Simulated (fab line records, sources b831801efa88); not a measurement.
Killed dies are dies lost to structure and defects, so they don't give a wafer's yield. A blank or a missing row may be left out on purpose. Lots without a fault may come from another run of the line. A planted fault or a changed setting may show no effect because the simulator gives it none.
fab line records | flow sky130
record lots=6 wafers=18 last_day=50
route steps=708 shown FIELD_ISO@25 NWELL@32 DNWELL@35 PWDE@45 PAD_OPEN@708
lots that met no fault: from a run of the same line without faults
start_h: hours from the record's first day to the start of the lot's first wafer shown | wait_h: hours since the lot's step before | " the same as in the row above | L1.1+2: a row that stands for several wafers | - no value, or no start given | * or withheld: withheld | < > ~ a bound
route shown NAME@n: a module of which the file shows steps, and the number in the route of the first | usual: mean/standard deviation of fault-free wafers | same: alike in all rows | chamber/n: place in a boat | sites: the reading at each site | _std_site: their standard deviation | _edge_site: outer sites' mean less inner sites' | radius_mm: how far each site lies from the wafer's centre | mask NAME#n: copy n | behind: the tool/chamber that last shaped the wafer | hold: why the lot was held/for how many hours/how that ended | device: the transistor (n, p or np) that didn't switch | end of line: the same wafers' tests at the end of the route | a step without rows: its recipe alone | killed: dies lost to structure and defects at the first sort, not the wafer's yield | map: a wafer's dies, x killed, . not, _ none there
set.NAME: the setting as run; set.NAME@STEP: as run at that earlier step | model.NAME: the simulator's own value behind a step, which no gauge read
lots at some steps of the route; a table a step, a row a wafer
services: from which hour (start_h, from the record's first day; less than 0 if before it) a tool's chamber was out of use, for how many hours, and why
## steps
# step SKY_FIELD_ISO_CVD_24
# recipe material=SiO2 target_thk_nm=595 temp_c=650 sigma_open_frac=0.3 time_s=99.2 sih4_flow_sccm=60 pressure_mtorr=6
# step SKY_FIELD_ISO_THK_MEAS_25
# recipe reads=SiO2_of_FIELD_ISO_CVD_24
# usual FIELD_ISO_CVD_24_THK=597/5.8
# columns lot.wafer tool chamber start_h wait_h FIELD_ISO_CVD_24_THK[nm]
L802.1 film_metro-01 - 38.40 0.0 602
L802.2 " - " " 587
L802.6 " - " " 590
L803.2 film_metro-02 - 41.72 0.0 600
L803.4 " - " " 605
L803.6 " - " " 605
L808.1 film_metro-01 - 70.23 0.0 601
L808.5 " - " " 600
L808.6 " - " " 596
L809.1 film_metro-04 - 72.79 0.0 603
L809.3 " - " " 597
L809.6 " - " " 607
L822.2 film_metro-04 - 142.00 0.0 607
L822.3 " - " " 605
L822.4 " - " " 605
L824.1 film_metro-04 - 149.65 0.0 600
L824.3 " - " " 598
L824.6 " - " " 596
# step SKY_FIELD_ISO_ANNEAL_26
# recipe temp_c=1000 time_s=1800 ambient=N2
# step SKY_FIELD_ISO_CMP_27
# recipe stop_on=Si3N4 t_overpolish_s=16 down_force_psi=4 platen_rpm=60 target_thk_nm=457.8 pad_velocity_m_s=0.94248
# usual motor_current_A=11.6/0.96 overpolish_run_s=16.001/0.0097 slurry_filter_dp_kPa=13.48/0.13 time_to_endpoint_s=111/3
# columns lot.wafer tool chamber start_h wait_h motor_current_A overpolish_run_s slurry_filter_dp_kPa time_to_endpoint_s
L802.1 cmp-01 1 39.96 0.0 10.8 16.007 13.36 113
L802.2 " 2 " " 12.6 16.007 13.44 109
L802.6 " 1 " " 10.9 15.995 13.60 113
L803.2 cmp-01 3 44.47 0.0 12.0 15.987 13.63 108
L803.4 " 2 " " 12.6 15.987 13.57 111
L803.6 " 3 " " 11.6 16.007 13.60 109
L808.1 cmp-02 0 74.31 0.1 12.8 15.997 13.39 108
L808.6 " 1 " " 9.9 15.998 13.41 110
L808.5 " 2 " " 12.3 16.009 13.34 106
L809.1 cmp-02 2 75.59 0.0 12.4 16.013 13.49 113
L809.3 " 3 " " 11.4 16.011 13.58 107
L809.6 " 3 " " 11.2 16.023 13.54 112
L822.4 cmp-02 0 144.71 0.0 12.6 16.027 13.31 115
L822.3 " 2 " " 11.9 15.996 13.44 117
L822.2 " 3 " " 11.3 16.009 13.50 116
L824.1 cmp-01 1 151.21 0.0 10.5 16.008 13.37 116
L824.3 " 2 " " 13.3 16.004 13.37 109
L824.6 " 1 " " 11.2 16.005 13.45 111
# step SKY_FIELD_ISO_WET_ETCH_28
# recipe chemistry=dHF target_depth_nm=23.7 target=SiO2 dilution=10:1 temp_c=25 time_s=47
# step SKY_FIELD_ISO_WET_ETCH_29
# recipe chemistry=H3PO4 target_depth_nm=160 target=Si3N4 temp_c=160 time_s=1825
# step SKY_FIELD_ISO_WET_ETCH_30
# recipe chemistry=dHF target_depth_nm=25 target=SiO2 dilution=10:1 temp_c=25 time_s=50
# step SKY_NWELL_CLEAN_00
# recipe chemistry=SC1/SC2 mix=1:4:20 temp_c=70 time_s=150 dry=n2_spin
# step SKY_NWELL_OXIDATION_01
# recipe temp_c=900 ambient=O2 stabilise_s=600 purge_s=300 target_thk_a=100 ox_time_s=1418
# step SKY_NWELL_THK_MEAS_02
# recipe reads=SiO2_of_NWELL_OXIDATION_01
# usual NWELL_OXIDATION_THK=9.90/0.16
# columns lot.wafer tool chamber start_h wait_h NWELL_OXIDATION_THK[nm]
L802.1 film_metro-03 - 42.97 0.0 9.82
L802.2 " - " " 9.98
L802.6 " - " " 10.05
L803.2 film_metro-03 - 47.85 0.0 10.13
L803.4 " - " " 10.05
L803.6 " - " " 9.93
L808.1 film_metro-03 - 78.33 0.0 9.82
L808.5 " - " " 9.89
L808.6 " - " " 9.98
L809.1 film_metro-04 - 78.33 0.0 9.94
L809.3 " - " " 9.82
L809.6 " - " " 9.90
L822.2 film_metro-01 - 147.88 0.0 9.74
L822.3 " - " " 9.71
L822.4 " - " " 9.71
L824.1 film_metro-01 - 154.11 0.0 9.58
L824.3 " - " " 9.54
L824.6 " - " " 9.84
# step SKY_DNWELL_DEHYDRATE_00
# recipe temp_c=200 time_s=60
# step SKY_DNWELL_HMDS_01
# recipe prime_time_s=60 prime_temp_c=120
# step SKY_DNWELL_COAT_02
# recipe spin_rpm=2000 resist_thk_nm=3000
# usual chill_plate_temp_C=23.00/0.11 dispense_pressure_kPa=51/3.2
# columns lot.wafer tool chamber start_h wait_h chill_plate_temp_C dispense_pressure_kPa
L802.1 litho_track-02 0 50.36 0.1 22.94 48
L802.2 " 0 " " 22.98 48
L802.6 " 0 " " 22.96 48
L803.2 litho_track-01 0 55.68 0.1 23.11 48
L803.4 " 0 " " 22.99 48
L803.6 " 0 " " 22.98 48
L808.1 litho_track-03 - 86.42 0.1 - -
L808.5 " - " " - -
L808.6 " - " " - -
L809.1 litho_track-01 - 86.60 0.1 - -
L809.3 " - " " - -
L809.6 " - " " - -
L822.2 litho_track-03 0 157.49 0.1 23.06 55
L822.3 " 0 " " 23.06 55
L822.4 " 0 " " 23.04 55
L824.1 litho_track-03 0 163.62 0.1 23.00 55
L824.3 " 0 " " 23.12 55
L824.6 " 0 " " 22.88 55
# step SKY_DNWELL_SOFTBAKE_03
# recipe temp_c=110 time_s=withheld
# step SKY_DNWELL_EXPOSE_04
# recipe mask_id=DNM na=0.57 target_cd_nm=3000 dose_mj=222
# step SKY_DNWELL_PEB_05
# recipe temp_c=115 time_s=withheld
# step SKY_DNWELL_DEVELOP_06
# recipe wall_angle_deg=90 developer=TMAH develop_time_s=60 dev_temp_c=23
# step SKY_DNWELL_IMPLANT_07
# recipe species=P energy_kev=withheld dose_cm2=withheld tilt_deg=withheld
# step SKY_DNWELL_STRIP_08
# recipe chemistry=O2/N2 power_w=1400 pressure_mtorr=1500 platen_temp_c=withheld o2_flow_sccm=3000 n2_flow_sccm=300 overash_fraction=0.5
# usual drypump_motor_current_A=5.9/0.54 o2_flow_sccm=3001/9.3 oes_product_au=0.722/0.0046 strip_time_to_endpoint_s=37.00/0.099
# columns lot.wafer tool chamber start_h wait_h drypump_motor_current_A o2_flow_sccm oes_product_au rf_hours_counter_h strip_time_to_endpoint_s
L802.1 plasma_asher-03 0 58.35 0.1 6.2 3007 0.723 38 36.88
L802.2 " 1 " " 5.3 3010 0.716 38 37.01
L802.6 " 1 " " 5.3 3010 0.715 - 36.96
L803.2 plasma_asher-02 1 63.38 0.1 6.5 3011 0.728 22 37.04
L803.4 " 0 " " 5.8 2996 0.725 - 37.03
L803.6 " 1 " " 6.5 3001 0.731 - 36.93
L808.1 plasma_asher-02 0 95.41 0.1 5.8 3003 - 25 -
L808.5 " 1 " " 6.4 2999 - - -
L808.6 " 0 " " 5.8 3007 - - -
L809.1 plasma_asher-04 1 95.75 0.1 6.7 3007 - 43 -
L809.3 " 0 " " 5.2 2980 - - -
L809.6 " 1 " " 6.7 2989 - - -
L822.2 plasma_asher-03 1 168.52 0.1 5.3 3011 0.724 4 37.00
L822.3 " 1 " " 5.3 3015 0.727 - 36.79
L822.4 " 0 " " 6.2 2987 0.720 - 36.81
L824.1 plasma_asher-02 1 175.35 0.1 6.4 2999 0.721 35 37.04
L824.3 " 1 " " 6.5 2990 0.716 - 37.02
L824.6 " 1 " " 6.5 3011 0.718 - 36.88
# step SKY_DNWELL_TW_MEAS_09
# usual DNWELL_TW=1119/11
# columns lot.wafer tool chamber start_h wait_h DNWELL_TW
L802.1 film_metro-01 - 58.45 0.1 1128
L802.2 " - " " 1133
L802.6 " - " " 1133
L803.2 film_metro-03 - 63.49 0.1 1106
L803.4 " - " " 1105
L803.6 " - " " 1105
L808.1 film_metro-04 - 95.51 0.1 1123
L808.5 " - " " 1131
L808.6 " - " " 1123
L809.1 film_metro-01 - 95.85 0.1 1124
L809.3 " - " " 1122
L809.6 " - " " 1123
L822.2 film_metro-03 - 168.63 0.1 1105
L822.3 " - " " 1109
L822.4 " - " " 1106
L824.1 film_metro-01 - 175.45 0.1 1119
L824.3 " - " " 1113
L824.6 " - " " 1120
# step SKY_PWDE_DEHYDRATE_00
# recipe temp_c=200 time_s=60
# step SKY_PWDE_HMDS_01
# recipe prime_time_s=60 prime_temp_c=120
# step SKY_PWDE_COAT_02
# recipe spin_rpm=2000 resist_thk_nm=3000
# step SKY_PWDE_SOFTBAKE_03
# recipe temp_c=110 time_s=withheld
# step SKY_PWDE_EXPOSE_04
# recipe mask_id=PWDEM na=0.6 source_shape=conventional sigma_outer=0.6 polarization=unpolarized target_cd_nm=840 dose_mj=214
# step SKY_PWDE_PEB_05
# recipe temp_c=115 time_s=withheld
# step SKY_PWDE_DEVELOP_06
# recipe wall_angle_deg=90 developer=TMAH develop_time_s=60 dev_temp_c=23
# step SKY_PWDE_OVL_MEAS_07
# usual PWDE_OVL=-0.4/1.5
# columns lot.wafer tool chamber start_h wait_h PWDE_OVL[nm]
L802.1 overlay-02 - 74.30 - 0.7
L802.2 " - " " 0.8
L802.6 " - " " 1.2
L803.2 overlay-01 - 79.26 - 2.3
L803.4 " - " " -0.4
L803.6 " - " " 2.4
L808.1 overlay-01 - 113.12 - 1.1
L808.5 " - " " 1.2
L808.6 " - " " 2.0
L809.1 overlay-02 - 113.35 - -1.3
L809.3 " - " " -0.6
L809.6 " - " " -1.3
L822.2 overlay-02 - 189.84 - -3.3
L822.3 " - " " -2.9
L822.4 " - " " -2.7
L824.1 overlay-02 - 196.95 - -0.8
L824.3 " - " " -0.1
L824.6 " - " " -1.9
# step SKY_PWDE_IMPLANT_08
# recipe species=B energy_kev=150 dose_cm2=3.6e+12 tilt_deg=withheld
# step SKY_PWDE_STRIP_09
# recipe chemistry=O2/N2 power_w=1400 pressure_mtorr=1500 platen_temp_c=withheld o2_flow_sccm=3000 n2_flow_sccm=300 overash_fraction=0.5
# usual drypump_motor_current_A=5.7/0.73 o2_flow_sccm=3000/9.3 oes_product_au=0.722/0.0047 strip_time_to_endpoint_s=36.95/0.12
# columns lot.wafer tool chamber start_h wait_h drypump_motor_current_A o2_flow_sccm oes_product_au rf_hours_counter_h strip_time_to_endpoint_s
L802.1 plasma_asher-04 0 74.49 0.1 5.2 2992 0.724 40 36.82
L802.2 " 1 " " 6.7 2994 0.723 40 36.71
L802.6 " 0 " " 5.1 3007 0.719 - 36.72
L803.2 plasma_asher-01 0 79.44 0.1 4.9 2995 0.722 40 37.04
L803.4 " 1 " " 5.2 2995 0.717 - 37.06
L803.6 " 0 " " 4.9 2998 0.727 - 37.10
L808.1 plasma_asher-04 1 113.31 0.1 6.7 2997 0.727 45 36.74
L808.5 " 1 " " 6.7 2977 0.724 - 36.87
L808.6 " 0 " " 5.1 2987 0.727 - 36.89
L809.1 plasma_asher-04 1 113.54 0.1 6.7 2993 0.722 45 36.96
L809.3 " 0 " " 5.1 3007 0.728 - 36.98
L809.6 " 0 " " 5.2 3001 0.722 - 36.90
L822.2 plasma_asher-04 1 190.02 0.1 6.7 2998 0.719 53 37.08
L822.3 " 1 " " 6.7 3010 0.717 - 36.94
L822.4 " 0 " " 5.1 2997 0.722 - 37.05
L824.1 plasma_asher-04 0 197.14 0.1 5.1 3000 0.717 54 36.91
L824.3 " 0 " " 5.1 2987 0.724 - 36.89
L824.6 " 1 " " 6.7 3001 0.727 - 36.74
# step SKY_PWDE_TW_MEAS_10
# usual PWDE_TW=375/3.4
# columns lot.wafer tool chamber start_h wait_h hold PWDE_TW
L802.1 film_metro-03 - 74.59 0.1 - 374
L802.2 " - " " - 373
L802.6 " - " " - 373
L803.2 film_metro-03 - 79.55 0.1 - 372
L803.4 " - " " - 374
L803.6 " - " " - 373
L808.1 film_metro-01 - 113.41 0.1 await_dispo/0.2h/release 1133
L808.5 " - " " await_dispo/0.2h/release 1134
L808.6 " - " " await_dispo/0.2h/release 1144
L808.1 film_metro-01 - 113.73 0.3 - 1136
L808.5 " - " " - 1138
L808.6 " - " " - 1132
L809.1 film_metro-03 - 113.64 0.1 await_dispo/0.2h/release 1126
L809.3 " - " " await_dispo/0.2h/release 1123
L809.6 " - " " await_dispo/0.2h/release 1123
L809.1 film_metro-03 - 113.86 0.2 - 1127
L809.3 " - " " - 1119
L809.6 " - " " - 1123
L822.2 film_metro-03 - 190.13 0.1 - 370
L822.3 " - " " - 369
L822.4 " - " " - 369
L824.1 film_metro-01 - 197.24 0.1 - 378
L824.3 " - " " - 379
L824.6 " - " " - 379
# step SKY_PAD_OPEN_PROBE_99
# usual defect_limited_yield=82.4/2 killed_at_M0_to_M3=44/7.4 killed_at_M4_up=3.1/1.8 killed_at_contacts=24/5.6 killed_at_front_end=15/4.9 killed_at_other=0.4/0.59 killed_dies=87/9.8 killed_open=47/7.2 killed_short=39/6.8 sort_bin_3_pad_short=0.9/0.41 sort_bin_5_function=10.3/1.6 sort_bin_6_memory=6.5/1.1 sort_n_pass=405/9.8 sort_yield_pct=82.4/2
# same gross_dies=492 killed_at_back_side=0 sort_bin_4_leakage[%]=0 sort_bin_8_speed[%]=0
# columns lot.wafer tool chamber start_h wait_h defect_limited_yield[%] killed_at_M0_to_M3 killed_at_M4_up killed_at_contacts killed_at_front_end killed_at_other killed_dies killed_open killed_short sort_bin_3_pad_short[%] sort_bin_5_function[%] sort_bin_6_memory[%] sort_n_pass sort_yield_pct[%]
L824.1 prober-01 - 1199.29 0.1 80.9 61 2 14 17 0 94 44 50 1.6 11.4 6.1 398 80.9
L824.3 prober-01 - 1199.39 0.2 84.3 39 1 26 10 1 77 41 36 0.6 9.1 5.9 415 84.3
L824.6 prober-01 - 1199.54 0.2 82.7 44 2 28 11 0 85 58 27 1.2 10.4 5.7 407 82.7
# killed by level:class
L824.1 VIA1:geometric_particle:open=14 VIA1:geometric_particle:short=12 METAL1:geometric_particle:short=10 VIA3:geometric_particle:open=8 CONTACT:geometric_particle:open=5 VIA2:geometric_particle:open=5 FIELD_ISO:geometric_particle:open=4 FIELD_ISO:geometric_particle:short=4
L824.3 CONTACT:geometric_particle:open=11 VIA1:geometric_particle:open=6 VIA2:geometric_particle:open=6 CONTACT:geometric_particle:short=5 LI_CONTACT:geometric_particle:open=5 VIA1:geometric_particle:short=5 VIA3:geometric_particle:open=4 METAL1:geometric_particle:short=4
L824.6 VIA1:geometric_particle:open=15 CONTACT:geometric_particle:open=11 LI_CONTACT:geometric_particle:open=8 LOCAL_INTERCONNECT:geometric_particle:short=5 METAL2:geometric_particle:short=5 VIA2:geometric_particle:open=5 VIA3:geometric_particle:open=5 CONTACT:geometric_particle:short=4
## services
# columns tool chamber start_h hours kind
cmp-02 - 19.71 11.6 repair
plasma_asher-03 - 28.11 1.7 repair
plasma_asher-02 - 30.89 2.1 repair
cmp-02 - 34.72 1.9 repair
cmp-02 - 37.05 5.5 pm
plasma_asher-02 - 40.11 2.8 pm
litho_track-01 - 48.43 - consumable_replace:filter
cmp-01 - 60.82 5.4 pm
cmp-02 - 64.00 4.0 pm
cmp-02 - 64.57 0.8 repair
cmp-02 - 68.00 - consumable_replace:conditioner
cmp-02 - 68.00 - consumable_replace:pad
cmp-01 - 73.81 4.9 repair
plasma_asher-03 - 92.47 28.1 pm
plasma_asher-01 - 95.61 7.7 repair
cmp-02 - 99.86 3.9 repair
cmp-01 - 100.81 0.3 repair
cmp-02 - 119.19 1.5 repair
plasma_asher-03 - 120.57 9.0 pm
plasma_asher-03 0 120.57 9.0 vent_cycle
plasma_asher-03 1 120.57 9.0 vent_cycle
cmp-02 - 122.06 0.7 repair
plasma_asher-01 - 148.70 0.9 repair
plasma_asher-02 - 180.28 14.6 pm
## key
first_sign step=SKY_DNWELL_COAT_02 reading=tool_record direction=missing
effect step=SKY_PWDE_TW_MEAS_10 reading=visit direction=added
effect step=SKY_PWDE_TW_MEAS_10 reading=PWDE_TW direction=up sigmas=99+ usual=375 struck=1131
met_at SKY_DNWELL_COAT_02
struck_wafers L808.1,L808.5,L808.6,L809.1,L809.3,L809.6
scrapped_behind SKY_PWDE_TW_MEAS_10 L808.1,L808.5,L808.6,L809.1,L809.3,L809.6
onset_between 55.68 86.42
fault kind=skipped_step_whole tool=litho_track-01,litho_track-03 chamber=- onset_h=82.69 steps=SKY_DNWELL_COAT_02 scope=struck_lots_only
